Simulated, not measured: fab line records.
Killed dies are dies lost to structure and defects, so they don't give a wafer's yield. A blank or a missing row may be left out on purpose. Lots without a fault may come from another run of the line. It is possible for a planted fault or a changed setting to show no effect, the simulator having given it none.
Which tool was responsible?	flow sky130	66 wafers from 22 lots sampled at 6 of the route's 708 steps

WHAT THE GAUGES SHOWED, per wafer
The record lacks any reading of a measuring or inspecting step that a usual standard deviation could be used to judge.

WHAT TOOL EACH LOT RAN ON (gives the tool, then ch and the chambers of the sampled wafers, and finally the start)
lot	SKY_SD_N_STRIP_11	SKY_LOCAL_INTERCONNECT_METAL_ETCH_14	SKY_CONTACT_ETCH_16	SKY_CONTACT_STRIP_19	SKY_CONTACT_CVD_24	SKY_METAL1_ETCH_18
L074	plasma asher-02 ch 0,1, day 29 17:59	rie metal-04 ch 0,1, day 32 02:52	rie diel-01 ch 0,1,3, day 33 07:01	plasma asher-03 ch 0,1, day 33 07:08	cvd w-01 ch 0,1, day 33 07:48	rie metal-02 ch 0,1, day 34 10:50
L075	plasma asher-02 ch 0,1, day 29 21:52	rie metal-02 ch 0,1, day 32 09:11	rie diel-01 ch 0,1,3, day 33 13:16	plasma asher-04 ch 0,1, day 33 13:23	cvd w-02 ch 0,1, day 33 14:02	rie metal-02 ch 0,1, day 34 17:56
L076	plasma asher-01 ch 0,1, day 30 00:01	rie metal-04 ch 0,1, day 32 11:56	rie diel-03 ch 0,1,2, day 33 16:55	plasma asher-04 ch 0,1, day 33 17:02	cvd w-01 ch 0,1, day 33 17:42	rie metal-03 ch 0,1, day 34 21:23
L077	plasma asher-01 ch 0,1, day 31 03:10	rie metal-01 ch 0,1, day 33 13:19	rie diel-04 ch 1,2,3, day 34 17:13	plasma asher-01 ch 0,1, day 34 17:20	cvd w-01 ch 0, day 34 18:07	rie metal-03 ch 0,1, day 35 22:35
L078	plasma asher-02 ch 0,1, day 31 03:58	rie metal-01 ch 1, day 33 15:43	rie diel-04 ch 0,1, day 34 20:34	plasma asher-04 ch 0,1, day 34 20:43	cvd w-02 ch 0,1, day 34 21:23	rie metal-02 ch 0,1, day 36 01:49
L079	plasma asher-01 ch 1, day 31 07:43	rie metal-02 ch 1, day 33 18:38	rie diel-04 ch 2,3, day 34 23:49	plasma asher-04 ch 0, day 34 23:56	cvd w-01 ch 0, day 35 00:41	rie metal-02 ch 0,1, day 36 04:14
L080	plasma asher-02 ch 0,1, day 31 12:19	rie metal-04 ch 0,1, day 33 21:44	rie diel-03 ch 2,3, day 35 02:04	plasma asher-01 ch 0,1, day 35 02:11	cvd w-02 ch 0,1, day 35 02:50	rie metal-02 ch 0,1, day 36 06:40
L081	plasma asher-04 ch 0,1, day 32 05:28	rie metal-01 ch 1, day 34 14:03	rie diel-03 ch 0,1, day 35 18:13	plasma asher-03 ch 0,1, day 35 18:20	cvd w-02 ch 0,1, day 35 19:02	rie metal-02 ch 0,1, day 36 22:29
L082	plasma asher-04 ch 0,1, day 32 10:37	rie metal-04 ch 0,1, day 34 19:40	rie diel-03 ch 2,3, day 36 00:37	plasma asher-03 ch 0,1, day 36 00:44	cvd w-02 ch 0, day 36 01:25	rie metal-03 ch 1, day 37 05:10
L083	plasma asher-02 ch 0,1, day 32 12:34	rie metal-04 ch 0,1, day 34 21:39	rie diel-03 ch 1,2,3, day 36 02:49	plasma asher-03 ch 0, day 36 02:56	cvd w-01 ch 0, day 36 03:40	rie metal-04 ch 0,1, day 37 07:52
L084	plasma asher-04 ch 0,1, day 33 02:29	rie metal-01 ch 0,1, day 35 10:43	rie diel-01 ch 1,3, day 36 15:16	plasma asher-04 ch 0,1, day 36 15:23	cvd w-01 ch 0,1, day 36 16:13	rie metal-04 ch 0,1, day 37 19:56
L085	plasma asher-04 ch 0,1, day 33 10:38	rie metal-01 ch 0,1, day 35 19:46	rie diel-04 ch 0,1,3, day 36 23:58	plasma asher-04 ch 0,1, day 37 00:05	cvd w-01 ch 0,1, day 37 00:49	rie metal-03 ch 0,1, day 38 04:50
L087	plasma asher-02 ch 0,1, day 34 05:09	rie metal-01 ch 0,1, day 36 14:11	rie diel-01 ch 0,2,3, day 37 17:34	plasma asher-03 ch 0,1, day 37 17:43	cvd w-02 ch 0,1, day 37 18:25	rie metal-02 ch 0,1, day 38 21:43
L089	plasma asher-01 ch 0,1, day 34 07:10	rie metal-04 ch 0,1, day 36 15:48	rie diel-04 ch 1,2,3, day 37 19:34	plasma asher-03 ch 0,1, day 37 19:41	cvd w-02 ch 0,1, day 37 20:22	rie metal-03 ch 0,1, day 39 00:08
L090	plasma asher-02 ch 0,1, day 34 17:58	rie metal-04 ch 0,1, day 37 02:46	rie diel-04 ch 0,2,3, day 38 06:55	plasma asher-01 ch 1, day 38 07:02	cvd w-02 ch 0,1, day 38 07:42	rie metal-02 ch 0,1, day 39 10:22
L091	plasma asher-01 ch 0, day 34 21:32	rie metal-02 ch 0,1, day 37 06:25	rie diel-03 ch 0,1,2, day 38 10:13	plasma asher-01 ch 0,1, day 38 10:20	cvd w-02 ch 0,1, day 38 11:00	rie metal-02 ch 0,1, day 39 13:59
L092	plasma asher-02 ch 0,1, day 35 02:28	rie metal-04 ch 0,1, day 37 11:48	rie diel-04 ch 0,1,3, day 38 15:37	plasma asher-04 ch 0,1, day 38 15:44	cvd w-02 ch 0,1, day 38 16:24	rie metal-04 ch 0,1, day 39 19:19
L093	plasma asher-01 ch 0,1, day 35 10:01	rie metal-02 ch 0,1, day 37 18:48	rie diel-04 ch 1,2,3, day 38 22:22	plasma asher-01 ch 0,1, day 38 22:29	cvd w-02 ch 0,1, day 38 23:09	rie metal-04 ch 0,1, day 40 02:28
L094	plasma asher-01 ch 0,1, day 35 15:56	rie metal-02 ch 0,1, day 38 00:07	rie diel-01 ch 1,3, day 39 03:34	plasma asher-01 ch 0,1, day 39 03:41	cvd w-02 ch 0,1, day 39 04:23	rie metal-04 ch 0,1, day 40 07:22
L095	plasma asher-01 ch 0,1, day 36 02:32	rie metal-02 ch 0,1, day 38 12:01	rie diel-03 ch 0,2,3, day 39 15:25	plasma asher-01 ch 0,1, day 39 15:32	cvd w-01 ch 0,1, day 39 16:12	rie metal-02 ch 0,1, day 40 18:14
L096	plasma asher-01 ch 0,1, day 36 07:07	rie metal-02 ch 0,1, day 38 16:04	rie diel-03 ch 1,2,3, day 39 19:40	plasma asher-01 ch 1, day 39 19:47	cvd w-01 ch 0,1, day 39 20:26	rie metal-03 ch 0,1, day 40 23:07
L097	plasma asher-01 ch 0,1, day 36 13:58	rie metal-01 ch 1, day 38 22:22	rie diel-04 ch 1,2,3, day 40 01:34	plasma asher-01 ch 0,1, day 40 01:41	cvd w-01 ch 0,1, day 40 02:20	rie metal-02 ch 0,1, day 41 04:20
- SKY_SD_N_STRIP_11: strips in O2/N2.
- SKY_LOCAL_INTERCONNECT_METAL_ETCH_14: etches TiN in Cl2/BCl3, stops on PSG, target depth 110 nm, time 31.4 s.
- SKY_CONTACT_ETCH_16: etches BARC in N2/H2, stops on SiO2, time 45.9 s, target depth 60 nm.
- SKY_CONTACT_STRIP_19: strips in O2/N2.
- SKY_CONTACT_CVD_24: deposits W, target thk 340 nm, time 102.12 s.
- SKY_METAL1_ETCH_18: etches BARC in N2/H2, stops on SiO2, time 45.9 s, target depth 60 nm.

WHAT THE TOOLS THEMSELVES READ (means of the sampled wafers that have a number; where no wafer has one, the mark that the record gives instead)
SKY_SD_N_STRIP_11. Usual: drypump motor current A 5.9 A, standard deviation 0.67; n2 flow sccm 300.0 sccm, standard deviation 0.9; oes product au 0.527 a.u., standard deviation 0.0044; strip time to endpoint s 22.57 s, standard deviation 0.038.
lot	tool	drypump motor current A (A)	n2 flow sccm (sccm)	oes product au (a.u.)	strip time to endpoint s (s)	flag
L074	plasma asher-02	6.1	300.3	0.529	22.51	
L075	plasma asher-02	6.1	300.6	0.530	22.56	
L076	plasma asher-01	6.0	300.4	0.527	22.50	
L077	plasma asher-01	6.0	300.3	0.524	22.50	
L078	plasma asher-02	6.0	299.4	0.529	22.56	
L079	plasma asher-01	6.6	300.0	0.525	22.55	
L080	plasma asher-02	6.1	299.9	0.527	22.57	
L081	plasma asher-04	5.5	299.0	0.523	22.55	
L082	plasma asher-04	5.5	299.7	0.527	22.50	
L083	plasma asher-02	6.1	299.6	0.527	22.61	
L084	plasma asher-04	5.7	300.1	0.529	22.58	
L085	plasma asher-04	5.7	300.7	0.529	22.57	
L087	plasma asher-02	6.1	301.0	0.528	22.51	
L089	plasma asher-01	6.1	299.9	0.528	22.58	
L090	plasma asher-02	6.1	300.2	0.530	22.59	
L091	plasma asher-01	5.8	300.1	0.525	22.60	
L092	plasma asher-02	6.1	300.1	0.528	22.57	
L093	plasma asher-01	6.3	298.8	0.525	22.59	
L094	plasma asher-01	6.1	299.7	0.528	22.60	
L095	plasma asher-01	6.1	299.8	0.528	22.59	
L096	plasma asher-01	6.4	300.0	0.529	22.58	
L097	plasma asher-01	6.1	300.0	0.527	22.60	

SKY_LOCAL_INTERCONNECT_METAL_ETCH_14. Usual: drypump motor current A 5.6 A, standard deviation 0.42; oes product au 0.941 a.u., standard deviation 0.0072; rf fwd power W 888 W, standard deviation 5.1; throttle valve pct 21.902 %, standard deviation 0.01.
lot	tool	drypump motor current A (A)	oes product au (a.u.)	rf fwd power W (W)	throttle valve pct (%)	flag
L074	rie metal-04	5.8	0.942	888	21.896	
L075	rie metal-02	6.0	0.944	885	21.905	
L076	rie metal-04	5.7	0.943	886	21.910	
L077	rie metal-01	5.4	0.950	888	21.900	
L078	rie metal-01	5.1	0.941	890	21.911	
L079	rie metal-02	6.3	0.941	886	21.911	
L080	rie metal-04	5.6	0.944	882	21.899	
L081	rie metal-01	5.1	0.936	892	21.898	
L082	rie metal-04	5.7	0.939	883	21.895	
L083	rie metal-04	5.7	0.950	882	21.889	
L084	rie metal-01	5.3	0.935	893	21.918	
L085	rie metal-01	5.3	0.937	891	21.902	
L087	rie metal-01	5.6	0.939	892	21.912	
L089	rie metal-04	5.7	0.939	891	21.902	
L090	rie metal-04	5.6	0.949	884	21.899	
L091	rie metal-02	6.0	0.942	886	21.908	
L092	rie metal-04	5.8	0.947	889	21.898	
L093	rie metal-02	5.7	0.945	884	21.905	
L094	rie metal-02	5.7	0.944	886	21.902	
L095	rie metal-02	6.0	0.928	884	21.910	
L096	rie metal-02	5.7	0.949	888	21.895	
L097	rie metal-01	5.1	0.944	890	21.901	

SKY_CONTACT_ETCH_16. Usual: drypump motor current A 5.7 A, standard deviation 0.49; n2 flow sccm 100.02 sccm, standard deviation 0.28; oes product au 0.854 a.u., standard deviation 0.0051; rf fwd power W 494.7 W, standard deviation 1.8; throttle valve pct 13.226 %, standard deviation 0.011.
lot	tool	drypump motor current A (A)	n2 flow sccm (sccm)	oes product au (a.u.)	rf fwd power W (W)	throttle valve pct (%)	flag
L074	rie diel-01	5.4	99.84	0.856	493.8	13.223	
L075	rie diel-01	5.5	100.02	0.856	494.0	13.233	
L076	rie diel-03	5.8	100.05	0.856	494.5	13.233	
L077	rie diel-04	5.6	100.16	0.856	496.2	13.235	
L078	rie diel-04	5.5	100.16	0.851	494.9	13.224	
L079	rie diel-04	5.8	99.80	0.851	495.5	13.223	
L080	rie diel-03	6.0	100.02	0.852	495.2	13.228	
L081	rie diel-03	5.4	100.05	0.855	494.7	13.227	
L082	rie diel-03	6.0	100.07	0.858	494.4	13.218	
L083	rie diel-03	6.3	99.71	0.856	496.6	13.225	
L084	rie diel-01	5.4	100.24	0.854	496.3	13.232	
L085	rie diel-04	5.5	99.89	0.856	494.3	13.222	
L087	rie diel-01	5.8	100.02	0.852	494.2	13.221	
L089	rie diel-04	5.6	99.86	0.850	495.4	13.206	
L090	rie diel-04	5.7	99.82	0.854	493.1	13.221	
L091	rie diel-03	5.8	100.29	0.855	494.1	13.231	
L092	rie diel-04	5.5	100.05	0.850	493.2	13.229	
L093	rie diel-04	5.6	99.96	0.853	494.6	13.224	
L094	rie diel-01	5.4	99.84	0.860	495.6	13.226	
L095	rie diel-03	5.7	99.89	0.851	494.8	13.239	
L096	rie diel-03	6.2	100.01	0.856	494.1	13.221	
L097	rie diel-04	5.6	100.08	0.855	496.6	13.214	

SKY_CONTACT_STRIP_19. Usual: drypump motor current A 5.8 A, standard deviation 0.47; n2 flow sccm 300.0 sccm, standard deviation 1.1; oes product au 0.381 a.u., standard deviation 0.0048; strip time to endpoint s 3.615 s, standard deviation 0.029.
lot	tool	drypump motor current A (A)	n2 flow sccm (sccm)	oes product au (a.u.)	strip time to endpoint s (s)	flag
L074	plasma asher-03	5.3	300.8	0.378	3.616	
L075	plasma asher-04	5.5	299.2	0.383	3.636	
L076	plasma asher-04	5.5	299.6	0.382	3.634	
L077	plasma asher-01	6.3	299.4	0.382	3.618	
L078	plasma asher-04	5.5	298.9	0.379	3.614	
L079	plasma asher-04	5.8	302.2	0.382	3.616	
L080	plasma asher-01	6.3	300.1	0.381	3.626	
L081	plasma asher-03	5.3	299.8	0.386	3.634	
L082	plasma asher-03	5.6	299.5	0.378	3.639	
L083	plasma asher-03	5.8	299.3	0.382	3.646	
L084	plasma asher-04	5.7	299.9	0.380	3.575	
L085	plasma asher-04	5.7	299.3	0.380	3.653	
L087	plasma asher-03	5.3	299.5	0.379	3.609	
L089	plasma asher-03	5.3	300.8	0.382	3.588	
L090	plasma asher-01	6.6	300.7	0.387	3.617	
L091	plasma asher-01	6.1	300.0	0.384	3.619	
L092	plasma asher-04	5.5	300.1	0.376	3.598	
L093	plasma asher-01	6.4	298.8	0.378	3.600	
L094	plasma asher-01	6.3	300.3	0.378	3.593	
L095	plasma asher-01	6.0	300.4	0.379	3.592	
L096	plasma asher-01	6.6	300.7	0.381	3.612	
L097	plasma asher-01	6.3	300.0	0.378	3.612	

SKY_CONTACT_CVD_24. Usual: 871 W for heater power w, sd 41.
lot	tool	heater power w (W)	flag
L074	cvd w-01	841	
L075	cvd w-02	888	
L076	cvd w-01	849	
L077	cvd w-01	815	
L078	cvd w-02	886	
L079	cvd w-01	823	
L080	cvd w-02	890	
L081	cvd w-02	889	
L082	cvd w-02	900	
L083	cvd w-01	810	
L084	cvd w-01	855	
L085	cvd w-01	882	
L087	cvd w-02	892	
L089	cvd w-02	892	
L090	cvd w-02	906	
L091	cvd w-02	895	
L092	cvd w-02	891	
L093	cvd w-02	896	
L094	cvd w-02	893	
L095	cvd w-01	832	
L096	cvd w-01	806	
L097	cvd w-01	808	

SKY_METAL1_ETCH_18. Usual: drypump motor current A 5.8 A, standard deviation 0.42; n2 flow sccm 99.99 sccm, standard deviation 0.27; oes product au 0.854 a.u., standard deviation 0.0052; rf fwd power W 493.5 W, standard deviation 2; throttle valve pct 13.226 %, standard deviation 0.01.
lot	tool	drypump motor current A (A)	n2 flow sccm (sccm)	oes product au (a.u.)	rf fwd power W (W)	throttle valve pct (%)	flag
L074	rie metal-02	6.0	99.81	0.853	492.0	13.217	
L075	rie metal-02	5.7	100.21	0.851	494.5	13.224	
L076	rie metal-03	5.8	99.77	0.852	492.1	13.216	
L077	rie metal-03	5.8	99.78	0.849	492.8	13.221	
L078	rie metal-02	5.7	99.94	0.854	492.0	13.226	
L079	rie metal-02	6.0	100.14	0.853	494.3	13.222	
L080	rie metal-02	5.7	100.08	0.857	495.9	13.215	
L081	rie metal-02	5.7	99.86	0.854	492.3	13.229	
L082	rie metal-03	6.3	100.27	0.860	493.7	13.228	
L083	rie metal-04	5.7	99.89	0.858	493.5	13.233	
L084	rie metal-04	5.6	100.38	0.862	492.3	13.220	
L085	rie metal-03	5.8	99.87	0.846	492.8	13.219	
L087	rie metal-02	6.0	99.70	0.858	493.1	13.236	
L089	rie metal-03	5.8	100.21	0.853	493.4	13.222	
L090	rie metal-02	5.7	100.14	0.856	493.8	13.221	
L091	rie metal-02	6.0	99.92	0.855	493.2	13.235	
L092	rie metal-04	5.7	100.03	0.854	491.1	13.224	
L093	rie metal-04	5.8	100.13	0.854	494.0	13.229	
L094	rie metal-04	5.6	100.32	0.853	493.9	13.223	
L095	rie metal-02	5.7	100.03	0.854	493.4	13.233	
L096	rie metal-03	5.8	100.11	0.853	494.5	13.233	
L097	rie metal-02	5.7	100.11	0.857	493.6	13.229	

THE ANSWER, worked out from the rows above alone
Rule: lot off if the mean of its wafers having a number is beyond 3 standard deviations from the usual mean. Also off: a lot with no number at a reading for which 4 or more lots have one. All remaining lots with rows at the step are treated as sound. First the gauges in route order, then the tools' own readings, where a lot's mean is used as printed above. The first step at which some lot is off is used, and at that step the reading that is off furthest; a lot without a number counts as furthest.
Across all readings shown, no lot is off: no conclusion can be drawn from this.

WHAT WAS PUT IN BY THE SIMULATOR
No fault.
